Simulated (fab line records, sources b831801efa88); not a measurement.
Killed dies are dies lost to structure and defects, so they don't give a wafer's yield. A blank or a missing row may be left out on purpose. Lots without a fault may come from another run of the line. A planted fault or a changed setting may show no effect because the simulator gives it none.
fab line records | flow sky130
record lots=6 wafers=18 last_day=50
route steps=708 shown CONTACT@418 PAD_OPEN@708
lots that met no fault: from a run of the same line without faults
start_h: hours from the record's first day to the start of the lot's first wafer shown | wait_h: hours since the lot's step before | " the same as in the row above | L1.1+2: a row that stands for several wafers | - no value, or no start given | * or withheld: withheld | < > ~ a bound
route shown NAME@n: a module of which the file shows steps, and the number in the route of the first | usual: mean/standard deviation of fault-free wafers | same: alike in all rows | chamber/n: place in a boat | sites: the reading at each site | _std_site: their standard deviation | _edge_site: outer sites' mean less inner sites' | radius_mm: how far each site lies from the wafer's centre | mask NAME#n: copy n | behind: the tool/chamber that last shaped the wafer | hold: why the lot was held/for how many hours/how that ended | device: the transistor (n, p or np) that didn't switch | end of line: the same wafers' tests at the end of the route | a step without rows: its recipe alone | killed: dies lost to structure and defects at the first sort, not the wafer's yield | map: a wafer's dies, x killed, . not, _ none there
set.NAME: the setting as run; set.NAME@STEP: as run at that earlier step | model.NAME: the simulator's own value behind a step, which no gauge read
lots at some steps of the route; a table a step, a row a wafer
services: from which hour (start_h, from the record's first day; less than 0 if before it) a tool's chamber was out of use, for how many hours, and why
## steps
# step SKY_CONTACT_PEB_12
# recipe peb_temp_c=withheld peb_time_s=withheld resist=KrF-thick
# step SKY_CONTACT_DEVELOP_13
# recipe develop_time_s=60 resist=KrF-thick dev_temp_c=21
# step SKY_CONTACT_CD_MEAS_14
# recipe target_cd_nm=170
# usual cd_nm=169.9/1.4
# columns lot.wafer tool chamber start_h wait_h cd_nm
L993.1 cd_sem-01 - 727.58 - 170.1
L993.4 " - " " 170.6
L993.6 " - " " 169.7
L100.1 cd_sem-01 - 781.68 - 170.6
L100.5 " - " " 171.5
L100.6 " - " " 170.2
L103.3 cd_sem-02 - 814.39 - 171.9
L103.4 " - " " 170.4
L103.6 " - " " 171.5
L104.2 cd_sem-01 - 824.82 - 171.0
L104.4 " - " " 170.3
L104.5 " - " " 173.0
L112.1 cd_sem-01 - 880.00 - 169.9
L112.5 " - " " 171.4
L112.6 " - " " 170.9
L115.2 cd_sem-02 - 919.65 - 171.5
L115.3 " - " " 169.9
L115.6 " - " " 168.8
# step SKY_CONTACT_OVL_MEAS_15
# usual CONTACT_OVL=0/6
# columns lot.wafer tool chamber start_h wait_h CONTACT_OVL[nm]
L993.1 overlay-02 - 727.70 0.1 -4
L993.4 " - " " 3
L993.6 " - " " -2
L100.1 overlay-02 - 781.80 0.1 -1
L100.5 " - " " 0
L100.6 " - " " -1
L103.3 overlay-01 - 814.49 0.1 3
L103.4 " - " " -7
L103.6 " - " " 1
L104.2 overlay-02 - 824.93 0.1 7
L104.4 " - " " 3
L104.5 " - " " -3
L112.1 overlay-02 - 880.12 0.1 4
L112.5 " - " " 5
L112.6 " - " " -4
L115.2 overlay-02 - 919.75 0.1 -3
L115.3 " - " " -6
L115.6 " - " " -1
# step SKY_CONTACT_ETCH_16
# recipe chemistry=N2/H2 target=BARC ion_energy_ev=200 source_w=500 bias_w=100 pressure_mtorr=30 n2_flow_sccm=100 h2_flow_sccm=200 stop_on=SiO2 time_s=45.9 target_depth_a=600
# usual drypump_motor_current_A=5.9/0.57 oes_product_au=0.854/0.0048 throttle_valve_pct=13.224/0.0081
# columns lot.wafer tool chamber start_h wait_h drypump_motor_current_A oes_product_au rf_hours_counter_h throttle_valve_pct
L993.1 rie_diel-03 0 727.73 0.0 4.6 0.861 2 13.218
L993.4 " 2 " " 6.6 0.847 11 13.224
L993.6 " 1 " " 6.2 0.858 - 13.235
L100.1 rie_diel-04 2 781.83 0.0 6.8 0.856 7 13.235
L100.5 " 3 " " 5.9 0.850 - 13.212
L100.6 " 2 " " 6.8 0.857 - 13.222
L103.3 rie_diel-01 3 814.51 0.0 6.1 0.849 11 13.226
L103.4 " 2 " " 6.2 0.849 9 13.229
L103.6 " 2 " " 6.2 0.861 - 13.225
L104.2 rie_diel-01 0 824.96 0.0 5.7 0.859 20 13.226
L104.4 " 2 " " 6.2 0.846 9 13.229
L104.5 " 2 " " 6.2 0.851 - 13.213
L112.1 rie_diel-04 0 880.16 0.0 5.9 0.847 5 13.231
L112.5 " 0 " " 5.9 0.859 - 13.225
L112.6 " 3 " " 6.0 0.864 - 13.214
L115.2 rie_diel-03 1 919.78 0.0 6.2 0.862 5 13.220
L115.3 " 0 " " 4.7 0.855 8 13.218
L115.6 " 1 " " 6.2 0.859 - 13.250
# step SKY_CONTACT_ETCH_17
# recipe target=SiO2 chemistry=C4F8/O2/Ar stop_on=Si3N4 mask_material=KrF-thick source_w=1500 bias_w=1200 pressure_mtorr=40 c4f8_flow_sccm=withheld O2_flow_sccm=6 Ar_flow_sccm=300 time_s=withheld target_depth_a=3400
# usual oes_product_au=0.892/0.0046
# columns lot.wafer tool chamber start_h wait_h oes_product_au
L993.1 rie_diel-03 0 727.78 0.0 0.895
L993.4 " 2 " " 0.882
L993.6 " 1 " " 0.901
L100.1 rie_diel-04 2 781.87 0.0 0.893
L100.5 " 3 " " 0.898
L100.6 " 2 " " 0.887
L103.3 rie_diel-01 3 814.55 0.0 0.894
L103.4 " 2 " " 0.895
L103.6 " 2 " " 0.892
L104.2 rie_diel-01 0 825.00 0.0 0.891
L104.4 " 2 " " 0.886
L104.5 " 2 " " 0.896
L112.1 rie_diel-04 0 880.20 0.0 0.898
L112.5 " 0 " " 0.893
L112.6 " 3 " " 0.900
L115.2 rie_diel-03 1 919.82 0.0 0.898
L115.3 " 0 " " 0.898
L115.6 " 1 " " 0.894
# step SKY_CONTACT_ETCH_18
# recipe target=Si3N4 chemistry=CHF3/O2 stop_on=TiN source_w=600 bias_w=200 pressure_mtorr=40 chf3_flow_sccm=50 O2_flow_sccm=5 time_s=39 target_depth_a=750
# usual drypump_motor_current_A=5.9/0.57 oes_product_au=0.855/0.007 throttle_valve_pct=8.792/0.0091
# columns lot.wafer tool chamber start_h wait_h drypump_motor_current_A oes_product_au rf_hours_counter_h throttle_valve_pct
L993.1 rie_diel-03 0 - - 4.6 0.860 2 8.786
L993.4 " 2 " " 6.5 0.852 11 8.788
L993.6 " 1 " " 6.2 0.858 - 8.793
L100.1 rie_diel-04 2 - - 6.8 0.841 7 8.786
L100.5 " 3 " " 6.0 0.853 - 8.792
L100.6 " 2 " " 6.8 0.852 - 8.790
L103.3 rie_diel-01 3 - - 6.1 0.849 12 8.789
L103.4 " 2 " " 6.2 0.860 9 8.797
L103.6 " 2 " " 6.2 0.864 - 8.819
L104.2 rie_diel-01 0 - - 5.7 0.851 20 8.779
L104.4 " 2 " " 6.2 0.859 9 8.792
L104.5 " 2 " " 6.2 0.853 - 8.807
L112.1 rie_diel-04 0 - - 5.9 0.865 5 8.796
L112.5 " 0 " " 5.8 0.864 - 8.804
L112.6 " 3 " " 6.0 0.860 - 8.799
L115.2 rie_diel-03 1 - - 6.2 0.851 5 8.797
L115.3 " 0 " " 4.7 0.855 8 8.794
L115.6 " 1 " " 6.2 0.854 - 8.783
# step SKY_CONTACT_STRIP_19
# recipe chemistry=O2/N2 power_w=1429 pressure_mtorr=1500 platen_temp_c=withheld o2_flow_sccm=3000 n2_flow_sccm=300 overash_fraction=0.5
# usual drypump_motor_current_A=5.8/0.52 oes_product_au=0.383/0.0044 strip_time_to_endpoint_s=3.575/0.027
# same overash_fraction=0.5
# columns lot.wafer tool chamber start_h wait_h drypump_motor_current_A oes_product_au rf_hours_counter_h strip_time_to_endpoint_s
L993.1 plasma_asher-01 1 727.87 - 5.9 0.382 104 3.567
L993.4 " 1 " " 5.9 0.383 - 3.561
L993.6 " 1 " " 5.9 0.378 - 3.513
L100.1 plasma_asher-03 1 781.96 - 5.9 0.379 97 3.572
L100.5 " 0 " " 6.5 0.393 - 3.553
L100.6 " 1 " " 5.9 0.381 - 3.567
L103.3 plasma_asher-02 1 814.67 - 6.2 0.381 - 3.540
L103.4 " 0 " " 5.0 0.383 - 3.555
L103.6 " 1 " " 6.2 0.378 - 3.564
L104.2 plasma_asher-03 1 825.09 - 5.9 0.372 102 3.536
L104.4 " 1 " " 5.9 0.384 - 3.550
L104.5 " 0 " " 6.5 0.384 - 3.560
L112.1 plasma_asher-01 0 880.29 - 5.4 0.379 12 3.617
L112.5 " 1 " " 5.9 0.378 - 3.603
L112.6 " 0 " " 5.4 0.377 - 3.584
L115.2 plasma_asher-03 1 919.91 - 5.9 0.383 111 3.605
L115.3 " 1 " " 5.9 0.387 - 3.615
L115.6 " 1 " " 5.9 0.384 - 3.583
# step SKY_CONTACT_STRIP_20
# recipe chemistry=post_etch_residue_remover time_s=1200 temp_c=72.5
# step SKY_CONTACT_CLEAN_21
# recipe chemistry=IPA time_s=180 temp_c=25
# step SKY_CONTACT_CLEAN_22
# recipe chemistry=O3/DIW dry=n2_spin
# step SKY_CONTACT_SPUTTER_23
# recipe material=TiN target_thk_nm=20 chamber_pressure_pa=5 power_w=4000 time_s=80
# usual throttle_valve_pct=30.7/1
# columns lot.wafer tool chamber start_h wait_h throttle_valve_pct
L993.1 pvd_sputter-04 - 728.46 0.0 30.4
L993.4 " - " " 30.3
L993.6 " - " " 30.5
L100.1 pvd_sputter-04 - 782.56 0.0 31.2
L100.5 " - " " 30.0
L100.6 " - " " 31.4
L103.3 pvd_sputter-01 - 815.30 0.0 31.1
L103.4 " - " " 32.4
L103.6 " - " " 32.5
L104.2 pvd_sputter-02 - 825.73 0.0 29.5
L104.4 " - " " 31.7
L104.5 " - " " 29.4
L112.1 pvd_sputter-01 - 880.93 0.0 31.1
L112.5 " - " " 32.5
L112.6 " - " " 31.3
L115.2 pvd_sputter-02 - 920.55 0.0 32.1
L115.3 " - " " 29.5
L115.6 " - " " 30.1
# step SKY_CONTACT_CVD_24
# recipe material=W target_thk_nm=340 time_s=102.12 temp_c=400 pressure_torr=40
# usual chamber_pressure_Torr=40.01/0.092 heater_power_outer_w=624/130 heater_power_w=946/140
# columns lot.wafer tool chamber start_h wait_h chamber_pressure_Torr heater_power_outer_w heater_power_w since_wet_clean_h
L993.1 cvd_w-02 0 728.52 0.0 40.03 661 983 825
L993.4 " 0 " " 39.96 659 984 -
L993.6 " 1 " " 40.04 508 791 -
L100.1 cvd_w-01 0 782.62 0.0 40.06 496 840 379
L100.5 " 0 " " 40.21 500 817 -
L100.6 " 1 " " 40.06 784 1141 -
L103.3 cvd_w-01 1 815.40 0.1 - - - -
L103.4 " 0 " " - - - -
L103.6 " 1 " " - - - -
L104.2 cvd_w-01 0 825.79 0.0 - - - -
L104.4 " 1 " " - - - -
L104.5 " 0 " " - - - -
L112.1 cvd_w-01 1 880.99 0.0 40.15 804 1128 477
L112.5 " 1 " " 40.06 799 1127 -
L112.6 " 0 " " 39.95 501 842 -
L115.2 cvd_w-02 1 920.61 0.0 39.94 475 756 3
L115.3 " 1 " " 39.97 458 742 -
L115.6 " 1 " " 39.86 467 740 -
# step SKY_CONTACT_RS_MEAS_25
# recipe thk_meas_gauge=four-point-probe reads=W_of_CONTACT_CVD_24+TiN_of_CONTACT_SPUTTER_23
# usual CONTACT_W_RS=0.337/0.0047
# columns lot.wafer tool chamber start_h wait_h CONTACT_W_RS[ohm/sq]
L993.1 film_metro-02 - 728.63 0.1 0.337
L993.4 " - " " 0.339
L993.6 " - " " 0.327
L100.1 film_metro-01 - 782.73 0.1 0.338
L100.5 " - " " 0.339
L100.6 " - " " 0.340
L103.3 film_metro-02 - 815.51 0.1 57.595
L103.4 " - " " 58.413
L103.6 " - " " 57.708
L104.2 film_metro-02 - 825.96 0.1 57.970
L104.4 " - " " 57.432
L104.5 " - " " 58.123
L112.1 film_metro-01 - 881.10 0.1 0.341
L112.5 " - " " 0.337
L112.6 " - " " 0.339
L115.2 film_metro-03 - 920.74 0.1 0.331
L115.3 " - " " 0.337
L115.6 " - " " 0.331
# step SKY_CONTACT_THK_MEAS_26
# recipe thk_meas_gauge=xrf reads=W_of_CONTACT_CVD_24
# usual CONTACT_W_THK=341/5.8
# columns lot.wafer tool chamber start_h wait_h CONTACT_W_THK[nm]
L993.1 film_metro-02 - 728.75 0.1 342
L993.4 " - " " 338
L993.6 " - " " 352
L100.1 film_metro-01 - 782.85 0.1 339
L100.5 " - " " 340
L100.6 " - " " 336
L103.3 film_metro-02 - 815.61 0.1 <0
L103.4 " - " " -
L103.6 " - " " -
L104.2 film_metro-02 - 826.07 0.1 -
L104.4 " - " " <0
L104.5 " - " " -
L112.1 film_metro-01 - 881.22 0.1 332
L112.5 " - " " 334
L112.6 " - " " 332
L115.2 film_metro-03 - 920.85 0.1 354
L115.3 " - " " 344
L115.6 " - " " 351
# step SKY_CONTACT_CMP_27
# recipe stop_on=SiO2 t_overpolish_s=15 down_force_psi=3.5 platen_rpm=60 target_thk_nm=0 pad_velocity_m_s=0.94248
# usual motor_current_A=11.9/1.3 time_to_endpoint_s=82.7/2.9
# columns lot.wafer tool chamber start_h wait_h motor_current_A time_to_endpoint_s
L993.1 cmp-02 0 728.81 0.1 10.3 81.6
L993.4 " 1 " " 12.0 81.3
L993.6 " 0 " " 10.6 85.6
L100.1 cmp-01 2 783.06 0.2 12.9 75.9
L100.6 " 3 " " 14.0 80.4
L100.5 " 0 " " 9.7 82.8
L103.3 cmp-02 2 815.65 0.0 14.4 7.6
L103.4 " 3 " " 11.4 4.4
L103.6 " 2 " " 13.8 4.4
L104.4 cmp-02 3 826.24 0.1 12.3 5.6
L104.2 " 1 " " 12.0 4.0
L104.5 " 0 " " 10.4 5.1
L112.1 cmp-01 1 881.38 0.1 10.5 82.1
L112.6 " 3 " " 13.7 86.1
L112.5 " 0 " " 9.7 86.2
L115.3 cmp-02 2 920.99 0.1 12.9 84.4
L115.2 " 1 " " 11.9 84.6
L115.6 " 3 " " 11.7 82.8
# step SKY_PAD_OPEN_PROBE_99
# usual killed_at_M0_to_M3=43/6.8 killed_at_M4_up=3.2/1.7 killed_at_contacts=24/5.6 killed_at_front_end=15/4.7 killed_at_other=0.3/0.59 killed_dies=86/10 killed_on_rim=16/4 killed_open=47/6.8 killed_short=39/6.4
# same gross_dies=492 killed_at_back_side=0
# columns lot.wafer tool chamber start_h wait_h killed_at_M0_to_M3 killed_at_M4_up killed_at_contacts killed_at_front_end killed_at_other killed_dies killed_on_rim killed_open killed_short
L993.1 prober-02 - 1068.12 0.1 52 3 24 8 0 87 16 44 42
L993.4 prober-02 - 1068.27 0.2 41 4 26 12 0 83 13 46 37
L993.6 prober-02 - 1068.37 0.2 51 5 27 13 1 97 20 51 45
L100.1 prober-01 - 1111.35 0.1 39 6 31 18 2 96 27 52 41
L100.5 prober-01 - 1111.55 0.2 31 4 23 14 0 72 11 40 32
L100.6 prober-01 - 1111.60 0.2 53 5 28 13 0 99 20 49 49
L103.3 prober-02 - 1135.79 0.2 39 3 440 9 1 492 96 39 30
L103.4 prober-02 - 1135.84 0.2 45 4 427 16 0 492 96 51 42
L103.6 prober-02 - 1135.94 0.2 44 4 430 14 0 492 96 41 37
L104.2 prober-01 - 1144.36 0.1 44 4 415 29 0 492 96 60 43
L104.4 prober-01 - 1144.46 0.2 33 2 444 13 0 492 96 34 28
L104.5 prober-01 - 1144.51 0.2 44 2 432 14 0 492 96 46 42
L112.1 prober-01 - 1183.56 0.1 41 2 17 14 0 74 7 45 29
L112.5 prober-01 - 1183.76 0.2 45 5 19 11 0 80 14 46 34
L112.6 prober-01 - 1183.81 0.2 44 1 27 14 1 87 16 54 33
# killed by level:class
L993.1 VIA1:geometric_particle:open=16 METAL2:geometric_particle:short=8 CONTACT:geometric_particle:open=6 VIA1:geometric_particle:short=6 VIA2:geometric_particle:open=5 LI_CONTACT:geometric_particle:open=5 LOCAL_INTERCONNECT:geometric_particle:short=5 CONTACT:geometric_particle:short=5
L993.4 VIA1:geometric_particle:open=11 CONTACT:geometric_particle:open=10 VIA2:geometric_particle:open=10 LI_CONTACT:geometric_particle:open=8 VIA1:geometric_particle:short=6 METAL1:geometric_particle:short=5 LI_CONTACT:geometric_particle:short=4 CONTACT:geometric_particle:short=4
L993.6 CONTACT:geometric_particle:open=11 VIA1:geometric_particle:open=11 VIA1:geometric_particle:short=8 LOCAL_INTERCONNECT:geometric_particle:short=6 VIA2:geometric_particle:short=6 VIA2:geometric_particle:open=6 VIA3:geometric_particle:open=5 METAL2:geometric_particle:short=5
L100.1 CONTACT:geometric_particle:open=9 LI_CONTACT:geometric_particle:open=8 VIA1:geometric_particle:open=8 FIELD_ISO:geometric_particle:open=6 POLY_GATE:geometric_particle:short=5 CONTACT:geometric_particle:short=5 METAL1:geometric_particle:short=5 VIA2:geometric_particle:open=5
L100.5 CONTACT:geometric_particle:open=10 VIA1:geometric_particle:open=9 LOCAL_INTERCONNECT:geometric_particle:short=7 VIA3:geometric_particle:open=6 POLY_GATE:geometric_particle:open=4 METAL2:geometric_particle:short=4 VIA3:geometric_particle:short=4 FIELD_ISO:geometric_particle:open=3
L100.6 CONTACT:geometric_particle:open=16 METAL1:geometric_particle:short=13 VIA3:geometric_particle:open=8 VIA1:geometric_particle:open=7 FIELD_ISO:geometric_particle:open=6 LI_CONTACT:geometric_particle:short=5 VIA3:geometric_particle:short=5 METAL4:geometric_particle:short=5
L103.3 CONTACT:area_cvd=422 CONTACT:geometric_particle:open=8 VIA1:geometric_particle:open=8 LI_CONTACT:geometric_particle:open=6 METAL1:geometric_particle:short=6 VIA2:geometric_particle:open=6 VIA3:geometric_particle:open=4 VIA1:geometric_particle:short=4
L103.4 CONTACT:area_cvd=399 CONTACT:geometric_particle:open=13 VIA1:geometric_particle:open=11 CONTACT:geometric_particle:short=6 METAL1:geometric_particle:short=6 VIA1:geometric_particle:short=5 METAL2:geometric_particle:short=5 LI_CONTACT:geometric_particle:open=4
L103.6 CONTACT:area_cvd=414 VIA1:geometric_particle:open=12 LI_CONTACT:geometric_particle:open=7 METAL3:geometric_particle:short=6 VIA3:geometric_particle:short=5 POLY_GATE:geometric_particle:short=4 METAL1:geometric_particle:short=4 VIA1:geometric_particle:short=4
L104.2 CONTACT:area_cvd=389 CONTACT:geometric_particle:open=9 VIA2:geometric_particle:open=9 LI_CONTACT:geometric_particle:open=8 FIELD_ISO:geometric_particle:open=7 FIELD_ISO:geometric_particle:short=7 POLY_GATE:geometric_particle:short=7 VIA1:geometric_particle:open=7
L104.4 CONTACT:area_cvd=430 VIA1:geometric_particle:open=8 FIELD_ISO:geometric_particle:open=7 CONTACT:geometric_particle:open=7 VIA1:geometric_particle:short=4 VIA2:geometric_particle:open=4 METAL2:geometric_particle:short=4 METAL3:geometric_particle:short=4
L104.5 CONTACT:area_cvd=404 LI_CONTACT:geometric_particle:open=11 VIA1:geometric_particle:short=8 CONTACT:geometric_particle:open=7 VIA1:geometric_particle:open=7 METAL2:geometric_particle:short=7 VIA2:geometric_particle:open=6 POLY_GATE:geometric_particle:short=5
L112.1 VIA1:geometric_particle:open=9 CONTACT:geometric_particle:open=7 METAL1:geometric_particle:short=7 VIA3:geometric_particle:open=6 LI_CONTACT:geometric_particle:open=5 FIELD_ISO:geometric_particle:open=4 VIA2:geometric_particle:open=4 POLY_GATE:geometric_particle:open=4
L112.5 VIA1:geometric_particle:open=19 CONTACT:geometric_particle:short=6 VIA2:geometric_particle:open=6 LI_CONTACT:geometric_particle:open=5 FIELD_ISO:geometric_particle:open=4 METAL1:geometric_particle:short=4 CONTACT:geometric_particle:open=4 VIA1:geometric_particle:short=4
L112.6 VIA1:geometric_particle:open=12 LI_CONTACT:geometric_particle:open=8 CONTACT:geometric_particle:open=8 CONTACT:geometric_particle:short=6 SPACER:geometric_particle:open=5 METAL1:geometric_particle:short=5 METAL2:geometric_particle:short=5 VIA2:geometric_particle:short=4
# map L103.3 (x killed, . not)
__________xxxxxxxxxx_________
________xxxxxxxxxxxxxx_______
______xxxxxxxxxxxxxxxxxx_____
_____xxxxxxxxxxxxxxxxxxxx____
____xxxxxxxxxxxxxxxxxxxxxx___
___xxxxxxxxxxxxxxxxxxxxxxxx__
__xxxxxxxxxxxxxxxxxxxxxxxxxx_
_xxxxxxxxxxxxxxxxxxxxxxxxxxxx
_xxxxxxxxxxxxxxxxxxxxxxxxxxxx
_xxxxxxxxxxxxxxxxxxxxxxxxxxxx
_xxxxxxxxxxxxxxxxxxxxxxxxxxxx
_xxxxxxxxxxxxxxxxxxxxxxxxxxxx
_xxxxxxxxxxxxxxxxxxxxxxxxxxxx
_xxxxxxxxxxxxxxxxxxxxxxxxxxxx
_xxxxxxxxxxxxxxxxxxxxxxxxxxxx
__xxxxxxxxxxxxxxxxxxxxxxxxxx_
___xxxxxxxxxxxxxxxxxxxxxxxx__
____xxxxxxxxxxxxxxxxxxxxxx___
_____xxxxxxxxxxxxxxxxxxxx____
______xxxxxxxxxxxxxxxxxx_____
________xxxxxxxxxxxxxx_______
__________xxxxxxxxxx_________
# map L104.2 (x killed, . not)
__________xxxxxxxxxx_________
________xxxxxxxxxxxxxx_______
______xxxxxxxxxxxxxxxxxx_____
_____xxxxxxxxxxxxxxxxxxxx____
____xxxxxxxxxxxxxxxxxxxxxx___
___xxxxxxxxxxxxxxxxxxxxxxxx__
__xxxxxxxxxxxxxxxxxxxxxxxxxx_
_xxxxxxxxxxxxxxxxxxxxxxxxxxxx
_xxxxxxxxxxxxxxxxxxxxxxxxxxxx
_xxxxxxxxxxxxxxxxxxxxxxxxxxxx
_xxxxxxxxxxxxxxxxxxxxxxxxxxxx
_xxxxxxxxxxxxxxxxxxxxxxxxxxxx
_xxxxxxxxxxxxxxxxxxxxxxxxxxxx
_xxxxxxxxxxxxxxxxxxxxxxxxxxxx
_xxxxxxxxxxxxxxxxxxxxxxxxxxxx
__xxxxxxxxxxxxxxxxxxxxxxxxxx_
___xxxxxxxxxxxxxxxxxxxxxxxx__
____xxxxxxxxxxxxxxxxxxxxxx___
_____xxxxxxxxxxxxxxxxxxxx____
______xxxxxxxxxxxxxxxxxx_____
________xxxxxxxxxxxxxx_______
__________xxxxxxxxxx_________
## services
# columns tool chamber start_h hours kind
cmp-02 - 724.36 3.5 repair
rie_diel-03 - 730.20 2.8 pm
cmp-01 - 731.33 0.4 repair
cvd_w-02 - 732.74 0.5 repair
plasma_asher-01 - 733.75 9.0 pm
cmp-02 - 738.57 1.0 repair
cmp-02 - 744.00 4.0 pm
pvd_sputter-04 - 748.21 2.4 repair
plasma_asher-01 - 765.25 1.5 repair
pvd_sputter-04 - 765.86 0.5 repair
rie_diel-04 - 772.85 2.8 pm
rie_diel-01 1 775.08 2.4 repair
rie_diel-04 2 775.69 1.5 repair
cmp-01 - 792.24 4.7 pm
pvd_sputter-02 - 803.55 0.5 repair
rie_diel-03 3 809.12 12.9 repair
rie_diel-04 0 840.28 5.1 repair
cvd_w-01 - 841.43 0.7 repair
plasma_asher-03 - 868.46 1.5 repair
rie_diel-01 3 881.20 2.9 repair
cvd_w-01 0 896.46 12.7 repair
rie_diel-03 2 900.53 1.7 repair
rie_diel-04 0 906.36 2.4 repair
cmp-02 - 909.36 3.7 repair
## key
first_sign step=SKY_CONTACT_CVD_24 reading=tool_record direction=missing
effect step=SKY_CONTACT_RS_MEAS_25 reading=CONTACT_W_RS direction=up sigmas=99+ usual=0.337 struck=57.873
effect step=SKY_CONTACT_THK_MEAS_26 reading=CONTACT_W_THK direction=missing
effect step=SKY_CONTACT_CMP_27 reading=time_to_endpoint_s direction=down sigmas=26 usual=* struck=*
effect step=SKY_PAD_OPEN_PROBE_99 reading=killed_at_contacts direction=up sigmas=72 usual=24 struck=431
more_kills_born_at SKY_CONTACT_CVD_24@cvd_w-01=2448
met_at SKY_CONTACT_CVD_24
struck_wafers L103.3,L103.4,L103.6,L104.2,L104.4,L104.5
later_rows_left_out L103.3,L103.4,L103.6,L104.2,L104.4,L104.5
tester_left_out L103,L104
onset_between 782.62 815.40
fault kind=skipped_step_whole tool=cvd_w-01 chamber=- onset_h=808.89 steps=SKY_CONTACT_CVD_24 scope=struck_lots_only
# tester_left_out: of these lots the tester's yield and bins aren't shown, on N5 and GAA mostly nor the transistor test; their killed dies are dies lost to structure and defects alone, not to doping, threshold or leakage, so they don't give the yield
# later_rows_left_out: the simulator's readings of these wafers behind a module that went badly wrong aren't trusted and aren't shown, but for the sort
